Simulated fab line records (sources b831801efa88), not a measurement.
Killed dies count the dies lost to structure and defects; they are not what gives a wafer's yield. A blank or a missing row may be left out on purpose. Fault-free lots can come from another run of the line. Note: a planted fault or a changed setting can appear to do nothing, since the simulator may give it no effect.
The tool behind it: which one? :: flow sky130 :: 13 lots with 39 wafers sampled at 2 steps, on a route of 708 steps

## WHAT THE GAUGES READ, wafer by wafer
SKY_VIA3_OVL_MEAS_13. Usual: VIA3_OVL gives 1 nm (standard deviation 5).
lot: L369
measured: day 39 15:11
on: overlay-01
VIA3_OVL (nm): -6 -6 -9
flag: 

lot: L370
measured: day 40 04:49
on: overlay-01
VIA3_OVL (nm): 2 2 -3
flag: 

lot: L372
measured: day 40 16:08
on: overlay-02
VIA3_OVL (nm): 5 6 9
flag: 

lot: L374
measured: day 41 12:24
on: overlay-02
VIA3_OVL (nm): -3 -7 -6
flag: 

lot: L375
measured: day 41 16:24
on: overlay-01
VIA3_OVL (nm): 5 5 4
flag: 

lot: L376
measured: day 41 19:22
on: overlay-02
VIA3_OVL (nm): 6 9 10
flag: 

lot: L378
measured: day 42 13:46
on: overlay-02
VIA3_OVL (nm): 4 6 -5
flag: 

lot: L379
measured: day 42 16:20
on: overlay-01
VIA3_OVL (nm): 8 10 12
flag: 

lot: L380
measured: day 42 22:58
on: overlay-01
VIA3_OVL (nm): 4 3 4
flag: 

lot: L381
measured: day 43 05:04
on: overlay-02
VIA3_OVL (nm): 10 0 -2
flag: 

lot: L388
measured: day 45 17:52
on: overlay-01
VIA3_OVL (nm): 3 1 -3
flag: 

lot: L390
measured: day 45 19:10
on: overlay-02
VIA3_OVL (nm): -6 -4 -6
flag: 

lot: L392
measured: day 46 16:31
on: overlay-01
VIA3_OVL (nm): -5 4 0
flag: 

## TOOL THAT RAN EACH LOT (tool first, then ch and the chambers of the sampled wafers, then the start)
lot: L369
SKY_FIELD_ISO_WET_ETCH_18: wet_bench-04 ch 2, day 2 07:41

lot: L370
SKY_FIELD_ISO_WET_ETCH_18: wet_bench-01 ch 3, day 2 11:35

lot: L372
SKY_FIELD_ISO_WET_ETCH_18: wet_bench-01 ch 2, day 2 20:10

lot: L374
SKY_FIELD_ISO_WET_ETCH_18: wet_bench-04 ch 2, day 3 09:02

lot: L375
SKY_FIELD_ISO_WET_ETCH_18: wet_bench-04 ch 1, day 3 15:07

lot: L376
SKY_FIELD_ISO_WET_ETCH_18: wet_bench-04 ch 0, day 3 19:40

lot: L378
SKY_FIELD_ISO_WET_ETCH_18: wet_bench-04 ch 3, day 4 05:32

lot: L379
SKY_FIELD_ISO_WET_ETCH_18: wet_bench-01 ch 2, day 4 08:59

lot: L380
SKY_FIELD_ISO_WET_ETCH_18: wet_bench-03 ch 3, day 4 13:34

lot: L381
SKY_FIELD_ISO_WET_ETCH_18: wet_bench-04 ch 0, day 4 18:20

lot: L388
SKY_FIELD_ISO_WET_ETCH_18: wet_bench-01 ch 3, day 6 09:47

lot: L390
SKY_FIELD_ISO_WET_ETCH_18: wet_bench-01 ch 3, day 6 17:58

lot: L392
SKY_FIELD_ISO_WET_ETCH_18: wet_bench-03 ch 2, day 7 08:58
- SKY_FIELD_ISO_WET_ETCH_18: etches Si3N4 in H3PO4, target depth 25 nm, time 276.3 s.

## AS READ BY THE TOOLS THEMSELVES (means over the sampled wafers that have a number; for cases with no such wafer, the mark the record gives instead)
SKY_FIELD_ISO_WET_ETCH_18. Usual: bath_heat_duty_pct reads 29 % (standard deviation 4.5).
lot: L369
tool: wet_bench-04
bath_heat_duty_pct (%): 26
flag: 

lot: L370
tool: wet_bench-01
bath_heat_duty_pct (%): 35
flag: 

lot: L372
tool: wet_bench-01
bath_heat_duty_pct (%): 30
flag: 

lot: L374
tool: wet_bench-04
bath_heat_duty_pct (%): 25
flag: 

lot: L375
tool: wet_bench-04
bath_heat_duty_pct (%): 26
flag: 

lot: L376
tool: wet_bench-04
bath_heat_duty_pct (%): 27
flag: 

lot: L378
tool: wet_bench-04
bath_heat_duty_pct (%): 24
flag: 

lot: L379
tool: wet_bench-01
bath_heat_duty_pct (%): 30
flag: 

lot: L380
tool: wet_bench-03
bath_heat_duty_pct (%): 25
flag: 

lot: L381
tool: wet_bench-04
bath_heat_duty_pct (%): 27
flag: 

lot: L388
tool: wet_bench-01
bath_heat_duty_pct (%): 35
flag: 

lot: L390
tool: wet_bench-01
bath_heat_duty_pct (%): 35
flag: 

lot: L392
tool: wet_bench-03
bath_heat_duty_pct (%): 29
flag: 

## THE ANSWER, worked out from the rows above alone
Rule: lot off if the mean of its wafers having a number is beyond 3 standard deviations from the usual mean. A lot without any number at a reading at which 4 lots or more have one is off too. All remaining lots with rows at the step are treated as sound. After the gauges, taken in route order, come the tools' own readings; for these a lot's mean is taken, as printed above. The first step at which some lot is off is used, and at that step the reading that is off furthest; a lot without a number counts as furthest.
No lot is off on any of the readings shown, so nothing can be concluded from this.

## WHAT HAD BEEN PUT IN BY THE SIMULATOR
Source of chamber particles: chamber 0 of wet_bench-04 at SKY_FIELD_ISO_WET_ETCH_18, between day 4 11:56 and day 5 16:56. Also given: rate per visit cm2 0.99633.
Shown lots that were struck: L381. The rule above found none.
